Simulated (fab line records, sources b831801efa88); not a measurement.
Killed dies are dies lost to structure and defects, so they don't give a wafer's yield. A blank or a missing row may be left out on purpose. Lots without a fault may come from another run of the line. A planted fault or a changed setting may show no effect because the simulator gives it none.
fab line records | flow sfq_line
record lots=14 wafers=42 last_day=83
route steps=325 shown M1@68 I1@73 I4@164 R5@223
lots that met no fault: from a run of the same line without faults
start_h: hours from the record's first day to the start of the lot's first wafer shown | wait_h: hours since the lot's step before | " the same as in the row above | L1.1+2: a row that stands for several wafers | - no value, or no start given | * or withheld: withheld | < > ~ a bound
route shown NAME@n: a module of which the file shows steps, and the number in the route of the first | usual: mean/standard deviation of fault-free wafers | same: alike in all rows | chamber/n: place in a boat | sites: the reading at each site | _std_site: their standard deviation | _edge_site: outer sites' mean less inner sites' | radius_mm: how far each site lies from the wafer's centre | mask NAME#n: copy n | behind: the tool/chamber that last shaped the wafer | hold: why the lot was held/for how many hours/how that ended | device: the transistor (n, p or np) that didn't switch | end of line: the same wafers' tests at the end of the route | a step without rows: its recipe alone | killed: dies lost to structure and defects at the first sort, not the wafer's yield | map: a wafer's dies, x killed, . not, _ none there
set.NAME: the setting as run; set.NAME@STEP: as run at that earlier step | model.NAME: the simulator's own value behind a step, which no gauge read
steps of the route over a sample of lots; a table a step, a row a wafer
services: from which hour (start_h, from the record's first day; less than 0 if before it) a tool's chamber was out of use, for how many hours, and why
## steps
# step SFQ_M1_OVL_MEAS_911
# usual M1_OVL=0/4.8
# columns lot.wafer tool chamber start_h wait_h M1_OVL[nm]
L455.1 overlay-02 - 360.59 0.1 1
L455.4 " - " " -2
L455.6 " - " " 1
L456.1 overlay-01 - 365.32 0.1 5
L456.2 " - " " 3
L456.4 " - " " -2
L458.3 overlay-02 - 381.04 0.1 2
L458.4 " - " " 6
L458.5 " - " " 2
L459.4 overlay-02 - 401.82 0.1 0
L459.5 " - " " 3
L459.6 " - " " 4
L460.2 overlay-01 - 416.02 0.1 -6
L460.3 " - " " 0
L460.5 " - " " -2
L461.3 overlay-02 - 434.04 0.1 0
L461.4 " - " " 0
L461.6 " - " " -5
L462.1 overlay-01 - 440.02 0.1 -1
L462.3 " - " " 0
L462.5 " - " " -3
L470.1 overlay-01 - 645.93 0.1 -5
L470.4 " - " " -6
L470.6 " - " " -5
L471.1 overlay-02 - 657.93 0.1 3
L471.3 " - " " -1
L471.5 " - " " 3
L472.2 overlay-01 - 663.94 0.1 -4
L472.4 " - " " -6
L472.6 " - " " -3
L473.2 overlay-01 - 666.34 0.1 -1
L473.3 " - " " -3
L473.4 " - " " -4
L474.2 overlay-01 - 673.54 0.1 -2
L474.3 " - " " 1
L474.5 " - " " -1
L475.1 overlay-02 - 681.93 0.1 2
L475.2 " - " " -4
L475.4 " - " " 2
L478.1 overlay-01 - 718.52 0.1 2
L478.3 " - " " -1
L478.4 " - " " 2
# step SFQ_TRILAYER_I1_DEP_PECVD_045
# recipe material=SiO2 temp_c=150 time_s=111.11 pressure_torr=2.4 rf_w=183.3 precursor=SiH4/N2O target_thk_nm=500
# usual heater_power_w=82/8.9 showerhead_vpp_V=830/30 throttle_valve_pct=24.3/1.2
# columns lot.wafer tool chamber start_h wait_h heater_power_w showerhead_vpp_V throttle_valve_pct
L455.1 pecvd-01 1 361.59 0.0 87 848 24.8
L455.4 " 1 " " 90 844 24.7
L455.6 " 0 " " 76 828 24.0
L456.1 pecvd-01 0 367.10 0.0 87 832 23.8
L456.2 " 2 " " 81 802 23.2
L456.4 " 2 " " 67 797 23.5
L458.3 pecvd-01 2 382.03 0.0 75 805 23.5
L458.4 " 1 " " 87 839 25.0
L458.5 " 0 " " 74 849 23.9
L459.4 pecvd-02 2 402.85 0.0 82 866 23.9
L459.5 " 0 " " 90 883 25.1
L459.6 " 1 " " 92 814 25.6
L460.2 pecvd-01 1 417.01 0.0 87 852 24.8
L460.3 " 0 " " 88 839 24.1
L460.5 " 1 " " 91 842 25.0
L461.3 pecvd-02 2 435.03 0.0 81 846 23.9
L461.4 " 1 " " 89 836 25.5
L461.6 " 2 " " 82 833 23.7
L462.1 pecvd-02 1 441.01 0.0 92 808 25.4
L462.3 " 0 " " 89 880 25.1
L462.5 " 0 " " 92 888 24.9
L470.1 pecvd-03 2 646.95 0.0 77 806 27.4
L470.4 " 0 " " 58 812 23.6
L470.6 " 1 " " 80 771 25.4
L471.1 pecvd-02 2 659.10 0.0 77 828 22.9
L471.3 " 1 " " 79 812 23.9
L471.5 " 2 " " 80 842 22.7
L472.2 pecvd-03 0 664.93 0.0 60 822 23.8
L472.4 " 1 " " 74 776 25.5
L472.6 " 0 " " 62 829 23.7
L473.2 pecvd-01 1 667.50 0.0 88 842 25.3
L473.3 " 2 " " 80 807 24.2
L473.4 " 0 " " 81 831 24.5
L474.2 pecvd-02 0 674.55 0.0 89 901 22.6
L474.3 " 1 " " 86 802 23.6
L474.5 " 2 " " 79 839 22.7
L475.1 pecvd-03 2 682.93 0.0 81 796 28.1
L475.2 " 0 " " 57 826 23.5
L475.4 " 0 " " 61 833 23.6
L478.1 pecvd-02 2 719.51 0.0 83 819 22.9
L478.3 " 0 " " 88 879 22.8
L478.4 " 1 " " 89 819 23.9
# step SFQ_TRILAYER_I4_CMP_CMP_100
# recipe material=SiO2 down_force_psi=3 platen_rpm=60 pad_velocity_m_s=0.94248
# usual motor_current_A=9.9/0.79 slurry_filter_dp_kPa=13.49/0.13 time_to_endpoint_s=212/9
# columns lot.wafer tool chamber start_h wait_h motor_current_A slurry_filter_dp_kPa time_to_endpoint_s
L455.1 cmp-01 2 927.18 40.8 9.6 13.67 202
L455.4 " 0 928.18 41.7 10.4 13.67 211
L455.6 " 2 929.18 42.7 9.3 13.39 212
L456.4 cmp-02 3 941.92 42.3 9.6 13.30 221
L456.2 " 1 942.92 43.3 9.0 13.36 220
L456.1 " 2 " " 11.1 13.45 205
L458.3 cmp-01 3 1047.83 49.6 9.9 13.62 208
L458.4 " 0 " " 10.7 13.49 204
L458.5 " 0 1050.33 52.1 10.8 13.69 208
L459.4 cmp-01 1 1053.83 47.2 11.5 13.71 208
L459.5 " 1 1055.83 49.2 12.2 13.35 208
L459.6 " 2 " " 9.6 13.54 227
L460.2 cmp-01 3 1056.83 47.9 9.5 13.38 221
L460.3 " 1 1057.83 48.9 11.4 13.50 214
L460.5 " 0 1059.33 50.3 10.3 13.46 204
L461.4 cmp-02 1 1069.85 48.1 9.6 13.54 226
L461.3 " 0 1071.35 49.6 9.1 13.61 205
L461.6 " 2 1072.35 50.6 10.4 13.54 211
L462.3 cmp-02 3 1100.35 35.9 9.9 13.43 216
L462.1 " 0 " " 9.8 13.31 218
L462.5 " 1 " " 9.4 13.36 235
L470.1 cmp-01 2 1243.30 3.7 9.1 13.62 217
L470.4 " 3 " " 9.8 13.66 232
L470.6 " 0 " " 9.9 13.60 218
L471.1 cmp-02 3 1245.74 0.0 10.1 13.47 223
L471.3 " 1 1246.74 1.0 9.0 13.47 223
L471.5 " 3 1247.74 2.0 9.9 13.36 232
L472.2 cmp-02 0 1248.74 0.5 9.2 13.53 207
L472.4 " 2 1249.74 1.4 10.4 13.64 201
L472.6 " 0 1250.74 2.4 9.6 13.57 211
L473.4 cmp-02 2 1364.10 0.0 10.1 13.37 201
L473.2 " 0 1365.10 1.0 9.5 13.44 197
L473.3 " 1 " " 9.0 13.61 205
L474.2 cmp-01 2 1367.78 1.0 9.9 13.52 204
L474.3 " 3 " " 9.3 13.54 206
L474.5 " 1 1369.28 2.5 12.0 13.36 199
L475.4 cmp-02 0 1382.10 0.0 9.0 13.19 228
L475.1 " 1 " " 8.9 13.55 223
L475.2 " 3 1383.60 1.5 9.7 13.81 207
L478.3 cmp-02 2 1404.19 1.2 10.1 13.37 202
L478.4 " 0 1405.19 2.2 8.7 13.34 210
L478.1 " 1 " " 9.0 13.54 219
# step SFQ_I4_BOW_MEAS_927
# recipe mode=bow
# usual I4_BOW=5/8.3
# columns lot.wafer tool chamber start_h wait_h I4_BOW[um]
L455.1 film_metro-03 - 930.18 2.5 21
L455.4 " - " " 11
L455.6 " - " " 17
L456.1 film_metro-02 - 944.92 1.0 3
L456.2 " - " " -6
L456.4 " - " " -1
L458.3 film_metro-02 - 1050.87 2.5 19
L458.4 " - " " 17
L458.5 " - " " 24
L459.4 film_metro-04 - 1056.89 2.6 21
L459.5 " - " " 5
L459.6 " - " " 3
L459.4 film_metro-04 - 1058.21 1.3 -
L459.5 " - " " -
L459.6 " - " " -
L460.2 film_metro-04 - 1059.85 2.5 4
L460.3 " - " " 14
L460.5 " - " " 14
L460.2 film_metro-04 - 1061.17 1.3 -
L460.3 " - " " -
L460.5 " - " " -
L461.3 film_metro-02 - 1072.89 1.0 10
L461.4 " - " " 13
L461.6 " - " " 6
L462.1 film_metro-03 - 1102.35 1.0 -4
L462.3 " - " " 5
L462.5 " - " " 14
L470.1 film_metro-04 - 1245.30 1.5 4
L470.4 " - " " 10
L470.6 " - " " 12
L471.1 film_metro-02 - 1248.74 2.5 1
L471.3 " - " " 1
L471.5 " - " " 17
L472.2 film_metro-02 - 1251.76 2.5 6
L472.4 " - " " 10
L472.6 " - " " 1
L473.2 film_metro-03 - 1367.12 1.5 9
L473.3 " - " " 0
L473.4 " - " " -6
L474.2 film_metro-04 - 1369.80 1.5 16
L474.3 " - " " 1
L474.5 " - " " 10
L475.1 film_metro-03 - 1385.10 2.0 15
L475.2 " - " " 19
L475.4 " - " " 3
L478.1 film_metro-03 - 1407.19 1.0 11
L478.3 " - " " 5
L478.4 " - " " 7
# step SFQ_TRILAYER_I4_METRO_MEASURE_101
# usual thk_nm=199.4/1.3
# columns lot.wafer tool chamber start_h wait_h thk_nm
L455.1 film_metro-03 - 930.30 0.1 197.4
L455.4 " - " " 198.0
L455.6 " - " " 196.7
L456.1 film_metro-02 - 945.04 0.1 199.4
L456.2 " - " " 201.1
L456.4 " - " " 200.9
L458.3 film_metro-02 - 1051.35 0.5 200.4
L458.4 " - " " 200.2
L458.5 " - " " 199.9
L460.2 film_metro-04 - 1064.35 3.2 179.6
L460.3 " - " " 177.9
L460.5 " - " " 197.4
L460.2 film_metro-04 - 1065.71 1.2 179.6
L460.3 " - " " 177.9
L460.5 " - " " 197.6
L459.4 film_metro-04 - 1065.09 6.9 197.1
L459.5 " - " " 198.9
L459.6 " - " " 176.6
L459.4 film_metro-04 - 1066.55 1.3 197.2
L459.5 " - " " 198.7
L459.6 " - " " 176.6
L461.3 film_metro-02 - 1073.37 0.5 198.8
L461.4 " - " " 200.3
L461.6 " - " " 197.6
L462.1 film_metro-03 - 1102.47 0.1 199.1
L462.3 " - " " 201.8
L462.5 " - " " 200.9
L470.1 film_metro-04 - 1245.42 0.1 198.7
L470.4 " - " " 200.4
L470.6 " - " " 198.5
L471.1 film_metro-02 - 1248.86 0.1 198.9
L471.3 " - " " 200.3
L471.5 " - " " 201.1
L472.2 film_metro-02 - 1252.06 0.3 199.5
L472.4 " - " " 197.5
L472.6 " - " " 197.8
L473.2 film_metro-03 - 1367.42 0.3 199.4
L473.3 " - " " 199.9
L473.4 " - " " 197.9
L474.2 film_metro-04 - 1370.10 0.3 198.1
L474.3 " - " " 199.3
L474.5 " - " " 198.2
L475.1 film_metro-03 - 1385.22 0.1 201.2
L475.2 " - " " 201.1
L475.4 " - " " 199.7
L478.1 film_metro-03 - 1407.31 0.1 201.4
L478.3 " - " " 199.5
L478.4 " - " " 199.8
# step SFQ_TRILAYER_I4_VIA_ETCH_VIA_ETCH_106
# recipe target=SiO2 stop_on=Nb mask_material=PR taper_deg=20 chemistry=CHF3 target_depth_nm=260 source_w=500 bias_w=80 pressure_mtorr=30 time_s=withheld
# usual chamber_pressure_mTorr=30.000/0.029 drypump_motor_current_A=5.7/0.45 oes_product_au=0.852/0.0056
# columns lot.wafer tool chamber start_h wait_h chamber_pressure_mTorr drypump_motor_current_A oes_product_au
L455.1 rie_diel-01 3 934.03 0.0 30.018 6.2 0.846
L455.4 " 2 " " 30.020 5.2 0.854
L455.6 " 1 " " 30.043 5.4 0.846
L456.1 rie_diel-02 0 948.56 0.0 29.947 4.8 0.850
L456.2 " 3 " " 29.997 6.2 0.848
L456.4 " 2 " " 29.981 5.2 0.857
L458.3 rie_diel-02 1 1056.21 0.0 29.983 5.7 0.857
L458.4 " 2 " " 29.989 5.3 0.853
L458.5 " 0 " " 30.023 4.8 0.854
L460.2 rie_diel-03 3 1076.97 0.0 29.967 6.2 0.809
L460.3 " 1 " " 30.021 5.6 0.798
L460.5 " 2 " " 29.953 6.1 0.852
L459.4 rie_diel-03 2 1078.05 0.1 29.938 6.1 0.845
L459.5 " 3 " " 30.003 6.3 0.857
L459.6 " 1 " " 29.999 5.6 0.802
L461.3 rie_diel-02 0 1080.22 0.0 30.030 4.8 0.849
L461.4 " 2 " " 30.011 5.3 0.860
L461.6 " 0 " " 30.016 4.8 0.849
L462.1 rie_diel-03 0 1118.07 0.0 30.013 5.2 0.847
L462.3 " 3 " " 29.975 6.2 0.860
L462.5 " 3 " " 30.020 6.2 0.852
L470.1 rie_diel-01 1 1355.78 0.0 30.009 5.4 0.851
L470.4 " 0 " " 30.015 5.4 0.861
L470.6 " 0 " " 29.996 5.4 0.847
L471.1 rie_diel-01 3 1361.90 0.0 29.987 6.3 0.853
L471.3 " 1 " " 30.036 5.4 0.847
L471.5 " 0 " " 30.027 5.4 0.848
L472.2 rie_diel-03 2 1364.30 0.0 29.957 6.1 0.840
L472.4 " 2 " " 30.063 6.1 0.841
L472.6 " 3 " " 29.999 6.2 0.850
L473.2 rie_diel-02 2 1370.87 0.0 29.974 5.2 0.858
L473.3 " 3 " " 30.015 6.1 0.863
L473.4 " 1 " " 30.025 5.7 0.840
L474.2 rie_diel-03 2 1373.43 0.0 29.951 6.1 0.855
L474.3 " 0 " " 29.950 5.2 0.853
L474.5 " 2 " " 30.025 6.1 0.852
L475.1 rie_diel-03 3 1527.13 0.0 29.994 6.2 0.856
L475.2 " 0 " " 29.993 5.2 0.848
L475.4 " 1 " " 30.007 5.6 0.854
L478.1 rie_diel-02 3 1554.93 0.0 29.974 6.2 0.857
L478.3 " 1 " " 29.966 5.7 0.849
L478.4 " 2 " " 29.970 5.2 0.848
# step SFQ_R5_OVL_MEAS_935
# usual R5_OVL=-2/5.5
# columns lot.wafer tool chamber start_h wait_h R5_OVL[nm]
L455.1 overlay-02 - 1306.25 0.1 8
L455.4 " - " " 1
L455.6 " - " " 6
L456.1 overlay-02 - 1311.05 0.1 -4
L456.2 " - " " -5
L456.4 " - " " -6
L458.3 overlay-02 - 1317.07 0.1 5
L458.4 " - " " -11
L458.5 " - " " 2
L459.4 overlay-01 - 1324.49 0.1 -3
L459.5 " - " " -10
L459.6 " - " " -1
L460.2 overlay-01 - 1325.68 0.1 1
L460.3 " - " " 5
L460.5 " - " " -3
L461.3 overlay-01 - 1326.89 0.1 3
L461.4 " - " " -2
L461.6 " - " " -4
L462.1 overlay-02 - 1329.87 0.1 -15
L462.3 " - " " -8
L462.5 " - " " -6
L470.1 overlay-02 - 1542.21 0.1 1
L470.4 " - " " 4
L470.6 " - " " 1
L471.1 overlay-01 - 1547.82 0.1 -12
L471.3 " - " " -16
L471.5 " - " " -16
L472.2 overlay-02 - 1550.62 0.1 3
L472.4 " - " " 5
L472.6 " - " " -2
L473.2 overlay-02 - 1557.06 0.1 -2
L473.3 " - " " -3
L473.4 " - " " -8
L474.2 overlay-01 - 1559.63 0.1 2
L474.3 " - " " 2
L474.5 " - " " -1
L475.1 overlay-02 - 1571.84 0.1 -6
L475.2 " - " " -11
L475.4 " - " " -8
L478.1 overlay-02 - 1613.26 0.1 2
L478.3 " - " " -4
L478.4 " - " " -1
## services
# columns tool chamber start_h hours kind
cmp-02 - 409.36 4.0 pm
cmp-02 - 416.36 6.2 pm
cmp-02 - 452.19 2.1 repair
cmp-02 - 606.37 1.3 repair
cmp-02 - 664.89 3.2 pm
cmp-02 - 671.35 7.3 repair
cmp-02 - 671.65 2.5 repair
cmp-02 - 751.39 4.0 pm
cmp-02 - 752.36 1.3 repair
cmp-02 - 768.57 3.7 repair
cmp-02 - 778.22 11.9 pm
cmp-02 - 795.61 0.3 repair
cmp-02 - 795.78 1.2 repair
cmp-02 - 799.14 0.8 repair
cmp-02 - 838.76 0.2 repair
cmp-02 - 954.38 4.6 repair
cmp-02 - 990.67 1.8 repair
cmp-02 - 1034.46 8.6 pm
cmp-02 - 1064.03 5.8 pm
cmp-02 - 1075.67 1.7 repair
cmp-02 - 1092.35 4.0 pm
cmp-02 - 1223.26 4.2 repair
cmp-02 - 1254.91 2.4 repair
cmp-02 - 1287.46 2.3 repair
## key
first_sign step=SFQ_I4_BOW_MEAS_927 reading=visit direction=added
effect step=SFQ_TRILAYER_I4_METRO_MEASURE_101 reading=visit direction=added
effect step=SFQ_TRILAYER_I4_METRO_MEASURE_101 reading=thk_nm direction=down sigmas=16 usual=199.4 struck=178.0
effect step=SFQ_TRILAYER_I4_VIA_ETCH_VIA_ETCH_106 reading=oes_product_au direction=down sigmas=8.9 usual=0.852 struck=0.803
met_at SFQ_TRILAYER_I4_CMP_CMP_100
struck_lots L459,L460
struck_wafers L459.6,L460.2,L460.3
not_acting_at SFQ_M1_OVL_MEAS_911,SFQ_TRILAYER_I1_DEP_PECVD_045,SFQ_R5_OVL_MEAS_935
fault kind=process_parameter_drift tool=cmp-01 chamber=- onset_h=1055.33 steps=SFQ_TRILAYER_I4_CMP_CMP_100 channel=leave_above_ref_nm offset=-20 shape=step end_h=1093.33 scope=struck_wafers_only acts_in=these_recipes_only stated=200
